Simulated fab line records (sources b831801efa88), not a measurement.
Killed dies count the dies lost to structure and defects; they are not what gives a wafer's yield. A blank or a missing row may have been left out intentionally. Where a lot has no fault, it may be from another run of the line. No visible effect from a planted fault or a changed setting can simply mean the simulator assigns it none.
Chamber matching | flow sky130 | SKY_VIA3_CMP_02 on cmp-02 has 4 sister chambers
The step polishes SiO2. 4 wafers are shown with their chamber, then 8 later ones without.

WAFERS WITH THEIR CHAMBER
wafer  | chamber | motor current A (A)
L577.6 | 3       | 13.6
L581.5 | 1       | 12.0
L581.6 | 2       | 10.4
L580.1 | 0       | 10.9

WAFERS WHOSE CHAMBER IS MISSING
wafer  | motor current A (A)
L580.2 | 13.6
L580.5 | 11.8
L583.1 | 14.2
L583.3 | 10.4
L583.4 | 12.2
L585.4 | 11.9
L585.5 | 11.8
L585.6 | 11.6

WHICH CHAMBER EACH WENT THROUGH
wafer  | from the rows above     | in truth
L580.2 | 3                       | 3
L580.5 | 1                       | 1
L583.1 | 3                       | 3
L583.3 | can't be placed: 2 or 0 | 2
L583.4 | 1                       | 1
L585.4 | 1                       | 1
L585.5 | 1                       | 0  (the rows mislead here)
L585.6 | can't be placed: 1 or 0 | 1
Placed correctly: 5 of 8. Cannot be placed on the basis of these rows: 2; the candidates contain the true chamber in 2. 1 placed wrongly.
How it was worked out, from the rows above alone: a wafer's distance from a chamber is the root of the sum, over the readings, of the square of ((its reading less the chamber's mean) divided by the reading's scatter). If the next closest chamber is less than 2 further off than the closest, the wafer can't be placed; otherwise it belongs to the closest. The mean given for a chamber averages the wafers shown for that chamber. The scatter (one wafer shown for each chamber): square how far every hidden wafer sits from the nearest shown wafer, average those squares and take the square root.
